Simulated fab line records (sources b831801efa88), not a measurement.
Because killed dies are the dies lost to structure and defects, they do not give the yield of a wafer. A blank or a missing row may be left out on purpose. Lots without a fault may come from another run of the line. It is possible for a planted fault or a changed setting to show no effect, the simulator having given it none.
Chamber matching + flow sky130 + SKY_SPACER_ETCHBACK_02 on rieDiel-04: 4 sister chambers
The step etches Si3N4 in CH3F/O2, stops on SiO2, time 46.7 s, target depth 45 nm. 4 wafers are shown with their chamber, then 9 later ones without.

EACH WAFER AND ITS CHAMBER
| wafer  | chamber | drypumpMotorCurrentA (A) |
|--------|---------|--------------------------|
| L089.1 | 0       | 4.8                      |
| L089.5 | 1       | 6.2                      |
| L093.5 | 2       | 6.4                      |
| L093.6 | 3       | 5.9                      |

WAFERS WHOSE CHAMBER IS MISSING
| wafer  | drypumpMotorCurrentA (A) |
|--------|--------------------------|
| L095.1 | 6.4                      |
| L095.2 | 4.8                      |
| L095.4 | 6.0                      |
| L097.1 | 4.8                      |
| L097.2 | 6.0                      |
| L097.3 | 6.2                      |
| L097.4 | 6.4                      |
| L097.5 | 6.2                      |
| L097.6 | 4.8                      |

THE CHAMBER EACH PASSED THROUGH
| wafer  | from the rows above | in truth |
|--------|---------------------|----------|
| L095.1 | 2                   | 2        |
| L095.2 | 0                   | 0        |
| L095.4 | 3                   | 3        |
| L097.1 | 0                   | 0        |
| L097.2 | 3                   | 3        |
| L097.3 | 1                   | 1        |
| L097.4 | 2                   | 2        |
| L097.5 | 1                   | 1        |
| L097.6 | 0                   | 0        |
Correct placement for 9 of the 9. Can't be placed from these rows: 0. 0 placed wrongly.
How it was worked out, from the rows above alone: a wafer's distance from a chamber is the root of the sum, over the readings, of the square of ((its reading less the chamber's mean) divided by the reading's scatter). If the next closest chamber is less than 2 further off than the closest, the wafer can't be placed; otherwise it belongs to the closest. For every chamber, the mean is computed from those of its wafers that are shown. The scatter: root of mean squared gap, hidden wafer to nearest shown wafer, with one shown wafer a chamber.
